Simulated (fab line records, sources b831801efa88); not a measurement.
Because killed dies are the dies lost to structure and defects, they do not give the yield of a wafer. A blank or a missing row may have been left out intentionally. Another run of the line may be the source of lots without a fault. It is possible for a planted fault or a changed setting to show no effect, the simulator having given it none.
A struck lot beside a sound one -- flow gf180mcu -- 14 steps out of a route of 602
Sound: wafers L547.1, L547.2, L547.4. Struck: wafers L532.1, L532.2, L532.4. Last of all comes the cause.
For every step that has rows: the tool of each side, followed by ch and its chambers, followed by its first start. Under that, the readings that differ: sound wafers -- struck wafers -- difference of the means -- sigmas: that difference in standard deviations of wafers without a fault.
alike: words and numbers the same on both sides, and readings whose means are apart by under 2 such deviations; not compared: readings that were withheld, readings missing a value for some wafer, numbers with overlapping values and no deviation given by the record, and bounds like >300 which may hide the same value.
A row with sigmas, a row that says differs or no value, or rows on one side alone: a step with any of these is where the two part. When numbers do not overlap yet have no deviation, they are printed without sigmas and do not part them. A reading that every wafer of one side lacks parts them only if that side has two wafers or more.

first, 2 steps without rows for these wafers: GF_M2_SOFTBAKE_10 (time 60 s); GF_M2_EXPOSE_11 (exposes mask Metal2, target cd 280 nm).
GF_M2_PEB_12: peb time 94.28 s.
  sound: lithoTrack-03 ch 0; struck: lithoTrack-03 ch 0
  alike: plateSensorTCentreC, plateSensorTEdgeC
then, 1 step without rows for these wafers: GF_M2_DEVELOP_13 (develop time 60 s).
GF_M2_CD_MEAS_14: the cd target is 280 nm.
  sound on cdSem-01 at day 26 07:54; struck on cdSem-02 at day 21 19:21
  alike: cdNm
GF_M2_OVL_MEAS_15:
  sound on overlay-02 at day 26 08:01; struck on overlay-01 at day 21 19:28
  alike: M2_OVL
GF_M2_METAL_ETCH_16: etches the open film in Cl2/BCl3, stops on SiO2, target depth 750.8 nm, time 125.1 s.
  sound on rieMetal-04 ch 0,1, day 26 08:03; struck on rieMetal-04 ch 0,1, day 21 19:30
  alike: chamberPressureMTorr, drypumpMotorCurrentA, mfcCl2Sccm, oesProductAu, throttleValvePct
  not compared: rfHoursCounterH
GF_M2_STRIP_17: strips in O2/N2.
  sound on plasmaAsher-04 ch 0,1, day 26 08:11; struck on plasmaAsher-04 ch 0,1, day 21 19:38
  alike: chamberPressureMTorr, drypumpMotorCurrentA, heaterPowerW, oesProductAu, stripTimeToEndpointS
  not compared: rfHoursCounterH
then, 3 steps without rows for these wafers: GF_M2_STRIP_18 (strips in post etch residue remover, time 1200 s); GF_M2_CLEAN_19 (cleans in DIW); GF_V2_CVD_00 (deposits SiO2, target thk 600 nm, time 100 s).
GF_V2_THK_MEAS_01:
  sound on filmMetro-02 at day 26 09:13; struck on filmMetro-01 at day 21 20:20
  alike: V2_CVD_00_THK
GF_V2_CVD_02: deposits SiO2 from TEOS, target thk 850 nm, time 94.851 s.
  sound on pecvd-04 ch 0,1, day 26 09:17; struck on pecvd-04 ch 1,2, day 21 20:23
  no value came back on the struck wafers for heaterPowerOuterW (W), heaterPowerW (W), susceptorTempC (C); on the sound wafers heaterPowerOuterW (W) reads 390 383 422
  not compared: sinceWetCleanH
GF_PASSIVATION_PROBE_99:
  sound wafers here have rows in the record (prober-02, day 34 11:23); struck ones have none

WHERE THEY PART
Earliest at GF_V2_CVD_02; latest, in this record, at GF_PASSIVATION_PROBE_99.

WHY: what had been put in by the simulator
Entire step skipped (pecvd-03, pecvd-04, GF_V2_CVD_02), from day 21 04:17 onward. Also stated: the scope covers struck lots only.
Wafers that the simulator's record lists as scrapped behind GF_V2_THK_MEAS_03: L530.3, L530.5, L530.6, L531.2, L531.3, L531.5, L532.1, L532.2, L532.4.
